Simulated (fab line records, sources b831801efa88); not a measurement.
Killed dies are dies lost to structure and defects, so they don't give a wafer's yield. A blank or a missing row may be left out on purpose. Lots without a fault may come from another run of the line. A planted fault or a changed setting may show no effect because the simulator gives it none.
Which tool did it? | flow gf180mcu | 6 lots, 18 wafers sampled, at 3 steps of a route of 602

WHAT THE GAUGES READ, wafer by wafer
GF_SALICIDE_RS_MEAS_04: measures by four-point-probe.
lot  | measured     | on            | SALICIDE_TIN_RS (ohm/sq)
L697 | day 15 10:44 | film_metro-04 | 16.1 16.4 16.1
L699 | day 16 03:14 | film_metro-04 | 16.6 16.6 16.7
L702 | day 17 06:51 | film_metro-02 | 16.8 16.6 16.8
L705 | day 18 14:19 | film_metro-04 | 16.4 16.5 16.4
L707 | day 19 01:49 | film_metro-04 | 16.5 16.5 16.7
L717 | day 22 14:38 | film_metro-03 | 16.2 16.6 16.7

WHICH TOOL RAN EACH LOT (tool, then ch and the chambers of the sampled wafers, then the start)
lot  | GF_POLY_GATE_ETCH_13             | GF_SAB_CVD_00
L697 | rie_si-02 ch 1,2, day 9 10:53    | pecvd-04 ch 0,1, day 14 12:32
L699 | rie_si-01 ch 0,2,3, day 10 00:06 | pecvd-02 ch 0,1,2, day 15 04:55
L702 | rie_si-02 ch 0,3, day 10 22:38   | pecvd-04 ch 0,1, day 16 08:07
L705 | rie_si-02 ch 0,2,3, day 11 23:45 | pecvd-01 ch 0,1, day 17 14:43
L707 | rie_si-02 ch 1,3, day 12 10:35   | pecvd-04 ch 0,1,2, day 18 02:31
L717 | rie_si-02 ch 0,1,2, day 15 13:08 | pecvd-02 ch 0,1, day 21 15:16
- GF_POLY_GATE_ETCH_13: etches poly-Si in HBr/Cl2, stops on SiO2, target depth 198.5 nm, time 69.6 s.
- GF_SAB_CVD_00: deposits SiO2 from TEOS, target thk 50 nm, time 4.9302 s.

THE ANSWER, worked out from the rows above alone
Rule: what is usual is taken from the lots themselves. Put in order of their means at a reading, lots are off if they are a third of the lots or fewer, leave a main group of 4 or more, and stand apart from it by a gap of 3 or more times the standard deviation of the main group's means; of several such gaps the widest counts. A main group whose means are all the same, to the digits that the tables above print for the reading, isn't used. A lot without any number at a reading at which 4 lots or more have one is off too. The other lots that the step has rows for count as sound.
No lot is off at any reading shown: from this, nothing can be told.

WHAT THE SIMULATOR HAD PUT IN
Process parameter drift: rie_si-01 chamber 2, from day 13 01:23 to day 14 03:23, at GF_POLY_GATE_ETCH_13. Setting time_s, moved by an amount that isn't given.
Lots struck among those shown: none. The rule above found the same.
